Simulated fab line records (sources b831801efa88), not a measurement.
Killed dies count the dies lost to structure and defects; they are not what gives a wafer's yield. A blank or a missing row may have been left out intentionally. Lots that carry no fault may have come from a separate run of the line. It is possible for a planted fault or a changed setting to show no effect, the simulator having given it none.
Which of the tools did it? / flow sky130 / 12 lots, 36 wafers sampled, at 4 steps of a route of 708

WHAT THE GAUGES SHOWED, per wafer
SKY_VT_ADJUST_LVTN_OVL_MEAS_07. Usual: VT_ADJUST_LVTN_OVL gives 0.0 nm (standard deviation 1.5).
lot=L277; measured=day 6 20:46; on=overlay-01; VT_ADJUST_LVTN_OVL (nm)=1.6 1.6 0.8; flag=
lot=L278; measured=day 7 02:05; on=overlay-01; VT_ADJUST_LVTN_OVL (nm)=1.6 0.9 -0.7; flag=
lot=L279; measured=day 7 12:07; on=overlay-01; VT_ADJUST_LVTN_OVL (nm)=-1.2 -1.5 -0.5; flag=
lot=L280; measured=day 7 20:04; on=overlay-02; VT_ADJUST_LVTN_OVL (nm)=-0.3 0.8 0.4; flag=
lot=L281; measured=day 8 00:02; on=overlay-02; VT_ADJUST_LVTN_OVL (nm)=-0.8 -4.0 2.4; flag=
lot=L282; measured=day 8 02:13; on=overlay-02; VT_ADJUST_LVTN_OVL (nm)=-3.7 -2.8 -0.9; flag=
lot=L284; measured=day 8 18:16; on=overlay-01; VT_ADJUST_LVTN_OVL (nm)=0.0 -0.6 0.4; flag=
lot=L285; measured=day 8 23:16; on=overlay-01; VT_ADJUST_LVTN_OVL (nm)=1.0 1.3 -0.6; flag=
lot=L290; measured=day 10 12:16; on=overlay-02; VT_ADJUST_LVTN_OVL (nm)=0.6 -0.6 0.4; flag=
lot=L291; measured=day 10 19:46; on=overlay-02; VT_ADJUST_LVTN_OVL (nm)=-0.8 0.4 -0.2; flag=
lot=L297; measured=day 12 12:26; on=overlay-01; VT_ADJUST_LVTN_OVL (nm)=-0.7 -0.4 0.9; flag=
lot=L299; measured=day 13 00:52; on=overlay-01; VT_ADJUST_LVTN_OVL (nm)=1.0 1.2 -0.2; flag=

WHAT TOOL EACH LOT RAN ON (gives the tool, then ch and the chambers of the sampled wafers, and finally the start)
lot=L277; SKY_FIELD_ISO_ETCH_14=rie-diel-02 ch 0,2,3, day 2 04:56; SKY_FIELD_ISO_STRIP_16=plasma-asher-01 ch 0,1, day 2 05:02; SKY_FIELD_ISO_CMP_27=cmp-01 ch 1,2,3, day 2 10:11
lot=L278; SKY_FIELD_ISO_ETCH_14=rie-diel-04 ch 0,3, day 2 09:58; SKY_FIELD_ISO_STRIP_16=plasma-asher-01 ch 0,1, day 2 10:04; SKY_FIELD_ISO_CMP_27=cmp-01 ch 1,2,3, day 2 14:30
lot=L279; SKY_FIELD_ISO_ETCH_14=rie-diel-04 ch 0,1, day 2 15:25; SKY_FIELD_ISO_STRIP_16=plasma-asher-04 ch 0,1, day 2 15:33; SKY_FIELD_ISO_CMP_27=cmp-02 ch 1,2,3, day 2 19:53
lot=L280; SKY_FIELD_ISO_ETCH_14=rie-diel-03 ch 0,1, day 2 23:02; SKY_FIELD_ISO_STRIP_16=plasma-asher-01 ch 0,1, day 2 23:08; SKY_FIELD_ISO_CMP_27=cmp-01 ch 0,2,3, day 3 03:13
lot=L281; SKY_FIELD_ISO_ETCH_14=rie-diel-03 ch 0,2, day 3 02:14; SKY_FIELD_ISO_STRIP_16=plasma-asher-02 ch 0,1, day 3 02:20; SKY_FIELD_ISO_CMP_27=cmp-02 ch 0,1,3, day 3 07:32
lot=L282; SKY_FIELD_ISO_ETCH_14=rie-diel-03 ch 2,3, day 3 06:27; SKY_FIELD_ISO_STRIP_16=plasma-asher-01 ch 0,1, day 3 06:33; SKY_FIELD_ISO_CMP_27=cmp-01 ch 0,1, day 3 10:33
lot=L284; SKY_FIELD_ISO_ETCH_14=rie-diel-03 ch 2,3, day 3 16:41; SKY_FIELD_ISO_STRIP_16=plasma-asher-01 ch 0,1, day 3 16:49; SKY_FIELD_ISO_CMP_27=cmp-01 ch 0,2,3, day 3 22:12
lot=L285; SKY_FIELD_ISO_ETCH_14=rie-diel-03 ch 0,2,3, day 3 22:26; SKY_FIELD_ISO_STRIP_16=plasma-asher-01 ch 0,1, day 3 22:32; SKY_FIELD_ISO_CMP_27=cmp-01 ch 0,2,3, day 4 02:40
lot=L290; SKY_FIELD_ISO_ETCH_14=rie-diel-03 ch 0,2,3, day 5 00:21; SKY_FIELD_ISO_STRIP_16=plasma-asher-02 ch 0,1, day 5 00:29; SKY_FIELD_ISO_CMP_27=cmp-01 ch 2,3, day 5 06:07
lot=L291; SKY_FIELD_ISO_ETCH_14=rie-diel-02 ch 0,1,3, day 5 04:22; SKY_FIELD_ISO_STRIP_16=plasma-asher-01 ch 0,1, day 5 04:28; SKY_FIELD_ISO_CMP_27=cmp-02 ch 0,2,3, day 5 10:33
lot=L297; SKY_FIELD_ISO_ETCH_14=rie-diel-03 ch 1,2, day 6 14:28; SKY_FIELD_ISO_STRIP_16=plasma-asher-02 ch 0,1, day 6 14:34; SKY_FIELD_ISO_CMP_27=cmp-02 ch 1,2,3, day 6 19:20
lot=L299; SKY_FIELD_ISO_ETCH_14=rie-diel-04 ch 2,3, day 6 23:24; SKY_FIELD_ISO_STRIP_16=plasma-asher-04 ch 0,1, day 6 23:30; SKY_FIELD_ISO_CMP_27=cmp-02 ch 0,2,3, day 7 04:59
- SKY_FIELD_ISO_ETCH_14: etches BARC in N2/H2, stops on SiO2, time 45.9 s, target depth 60 nm.
- SKY_FIELD_ISO_STRIP_16: strips in O2/N2.
- SKY_FIELD_ISO_CMP_27: polishes, stops on Si3N4, t overpolish 16 s, target thk 457.8 nm.

WHAT THE TOOLS THEMSELVES READ (means of the sampled wafers that have a number; where no wafer has one, the mark that the record gives instead)
SKY_FIELD_ISO_ETCH_14. Usual: drypump-motor-current-A 5.7 A, standard deviation 0.64; n2-flow-sccm 100.02 sccm, standard deviation 0.26; oes-product-au 0.854 a.u., standard deviation 0.0046; throttle-valve-pct 13.224 %, standard deviation 0.009.
lot=L277; tool=rie-diel-02; drypump-motor-current-A (A)=5.9; n2-flow-sccm (sccm)=99.99; oes-product-au (a.u.)=0.854; throttle-valve-pct (%)=13.229; flag=
lot=L278; tool=rie-diel-04; drypump-motor-current-A (A)=6.3; n2-flow-sccm (sccm)=100.03; oes-product-au (a.u.)=0.853; throttle-valve-pct (%)=13.233; flag=
lot=L279; tool=rie-diel-04; drypump-motor-current-A (A)=6.1; n2-flow-sccm (sccm)=100.09; oes-product-au (a.u.)=0.851; throttle-valve-pct (%)=13.221; flag=
lot=L280; tool=rie-diel-03; drypump-motor-current-A (A)=5.2; n2-flow-sccm (sccm)=100.08; oes-product-au (a.u.)=0.857; throttle-valve-pct (%)=13.218; flag=
lot=L281; tool=rie-diel-03; drypump-motor-current-A (A)=5.5; n2-flow-sccm (sccm)=100.09; oes-product-au (a.u.)=0.853; throttle-valve-pct (%)=13.223; flag=
lot=L282; tool=rie-diel-03; drypump-motor-current-A (A)=6.1; n2-flow-sccm (sccm)=99.87; oes-product-au (a.u.)=0.857; throttle-valve-pct (%)=13.230; flag=
lot=L284; tool=rie-diel-03; drypump-motor-current-A (A)=6.1; n2-flow-sccm (sccm)=100.01; oes-product-au (a.u.)=0.852; throttle-valve-pct (%)=13.217; flag=
lot=L285; tool=rie-diel-03; drypump-motor-current-A (A)=5.5; n2-flow-sccm (sccm)=100.12; oes-product-au (a.u.)=0.861; throttle-valve-pct (%)=13.223; flag=
lot=L290; tool=rie-diel-03; drypump-motor-current-A (A)=5.5; n2-flow-sccm (sccm)=99.89; oes-product-au (a.u.)=0.854; throttle-valve-pct (%)=13.225; flag=
lot=L291; tool=rie-diel-02; drypump-motor-current-A (A)=5.8; n2-flow-sccm (sccm)=100.16; oes-product-au (a.u.)=0.853; throttle-valve-pct (%)=13.218; flag=
lot=L297; tool=rie-diel-03; drypump-motor-current-A (A)=6.3; n2-flow-sccm (sccm)=100.10; oes-product-au (a.u.)=0.850; throttle-valve-pct (%)=13.218; flag=
lot=L299; tool=rie-diel-04; drypump-motor-current-A (A)=6.0; n2-flow-sccm (sccm)=99.88; oes-product-au (a.u.)=0.862; throttle-valve-pct (%)=13.224; flag=

SKY_FIELD_ISO_STRIP_16. Usual: drypump-motor-current-A 5.61 A, standard deviation 0.25; n2-flow-sccm 299.9 sccm, standard deviation 0.82; oes-product-au 0.379 a.u., standard deviation 0.0053; strip-time-to-endpoint-s 3.57 s, standard deviation 0.036.
lot=L277; tool=plasma-asher-01; drypump-motor-current-A (A)=5.87; n2-flow-sccm (sccm)=300.5; oes-product-au (a.u.)=0.374; strip-time-to-endpoint-s (s)=3.55; flag=
lot=L278; tool=plasma-asher-01; drypump-motor-current-A (A)=5.72; n2-flow-sccm (sccm)=300.2; oes-product-au (a.u.)=0.378; strip-time-to-endpoint-s (s)=3.59; flag=
lot=L279; tool=plasma-asher-04; drypump-motor-current-A (A)=5.60; n2-flow-sccm (sccm)=300.1; oes-product-au (a.u.)=0.386; strip-time-to-endpoint-s (s)=3.61; flag=
lot=L280; tool=plasma-asher-01; drypump-motor-current-A (A)=5.86; n2-flow-sccm (sccm)=299.6; oes-product-au (a.u.)=0.379; strip-time-to-endpoint-s (s)=3.54; flag=
lot=L281; tool=plasma-asher-02; drypump-motor-current-A (A)=5.51; n2-flow-sccm (sccm)=299.2; oes-product-au (a.u.)=0.378; strip-time-to-endpoint-s (s)=3.54; flag=
lot=L282; tool=plasma-asher-01; drypump-motor-current-A (A)=5.86; n2-flow-sccm (sccm)=299.4; oes-product-au (a.u.)=0.376; strip-time-to-endpoint-s (s)=3.56; flag=
lot=L284; tool=plasma-asher-01; drypump-motor-current-A (A)=5.87; n2-flow-sccm (sccm)=300.0; oes-product-au (a.u.)=0.383; strip-time-to-endpoint-s (s)=3.56; flag=
lot=L285; tool=plasma-asher-01; drypump-motor-current-A (A)=5.71; n2-flow-sccm (sccm)=300.1; oes-product-au (a.u.)=0.375; strip-time-to-endpoint-s (s)=3.56; flag=
lot=L290; tool=plasma-asher-02; drypump-motor-current-A (A)=5.47; n2-flow-sccm (sccm)=299.3; oes-product-au (a.u.)=0.378; strip-time-to-endpoint-s (s)=3.57; flag=
lot=L291; tool=plasma-asher-01; drypump-motor-current-A (A)=5.71; n2-flow-sccm (sccm)=299.6; oes-product-au (a.u.)=0.374; strip-time-to-endpoint-s (s)=3.56; flag=
lot=L297; tool=plasma-asher-02; drypump-motor-current-A (A)=5.53; n2-flow-sccm (sccm)=299.5; oes-product-au (a.u.)=0.379; strip-time-to-endpoint-s (s)=3.51; flag=
lot=L299; tool=plasma-asher-04; drypump-motor-current-A (A)=5.55; n2-flow-sccm (sccm)=300.0; oes-product-au (a.u.)=0.385; strip-time-to-endpoint-s (s)=3.57; flag=

SKY_FIELD_ISO_CMP_27. Usual: motor-current-A 12.0 A, standard deviation 1.2; overpolish-run-s 16.001 s, standard deviation 0.0099; time-to-endpoint-s 110 s, standard deviation 3.9.
lot=L277; tool=cmp-01; motor-current-A (A)=12.4; overpolish-run-s (s)=16.013; time-to-endpoint-s (s)=110; flag=
lot=L278; tool=cmp-01; motor-current-A (A)=12.5; overpolish-run-s (s)=16.002; time-to-endpoint-s (s)=115; flag=
lot=L279; tool=cmp-02; motor-current-A (A)=10.9; overpolish-run-s (s)=16.003; time-to-endpoint-s (s)=110; flag=
lot=L280; tool=cmp-01; motor-current-A (A)=13.1; overpolish-run-s (s)=15.997; time-to-endpoint-s (s)=112; flag=
lot=L281; tool=cmp-02; motor-current-A (A)=10.7; overpolish-run-s (s)=16.005; time-to-endpoint-s (s)=108; flag=
lot=L282; tool=cmp-01; motor-current-A (A)=12.5; overpolish-run-s (s)=15.991; time-to-endpoint-s (s)=111; flag=
lot=L284; tool=cmp-01; motor-current-A (A)=13.1; overpolish-run-s (s)=16.006; time-to-endpoint-s (s)=115; flag=
lot=L285; tool=cmp-01; motor-current-A (A)=13.2; overpolish-run-s (s)=16.014; time-to-endpoint-s (s)=108; flag=
lot=L290; tool=cmp-01; motor-current-A (A)=12.6; overpolish-run-s (s)=16.005; time-to-endpoint-s (s)=146; flag=OFF
lot=L291; tool=cmp-02; motor-current-A (A)=11.3; overpolish-run-s (s)=16.000; time-to-endpoint-s (s)=113; flag=
lot=L297; tool=cmp-02; motor-current-A (A)=11.1; overpolish-run-s (s)=16.000; time-to-endpoint-s (s)=111; flag=
lot=L299; tool=cmp-02; motor-current-A (A)=11.5; overpolish-run-s (s)=15.996; time-to-endpoint-s (s)=110; flag=

THE ANSWER, worked out from the rows above alone
Rule: a lot is off if the mean of its wafers that have a number lies more than 3 standard deviations from the usual mean. A lot without any number at a reading at which 4 lots or more have one is off too. Any other lot the step has rows for is counted as sound. After the gauges, taken in route order, come the tools' own readings; for these a lot's mean is taken, as printed above. The first step at which some lot is off is used, and at that step the reading that is off furthest; a lot without a number counts as furthest.
Off: L290 (SKY_FIELD_ISO_CMP_27, time-to-endpoint-s).
If a tool, at that step or one of the process steps before it, ran each lot that is off and ran no sound lot following the first of them, it fits. One fits: SKY_FIELD_ISO_CMP_27 on cmp-01. A fault onset in the window from L285 (day 4 02:40, its last sound lot) to L290 (day 5 06:07, its first lot off) fits.
The tool's own readings at SKY_FIELD_ISO_CMP_27 bear it out: on the lots that are off they differ by more than 5 times the standard deviation of the sound lots' means. time-to-endpoint-s reads 146 s there against 111 s on the sound lots.

WHAT THE SIMULATOR HAD PUT IN
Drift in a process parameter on cmp-01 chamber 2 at SKY_FIELD_ISO_CMP_27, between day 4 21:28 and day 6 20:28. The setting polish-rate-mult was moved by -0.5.
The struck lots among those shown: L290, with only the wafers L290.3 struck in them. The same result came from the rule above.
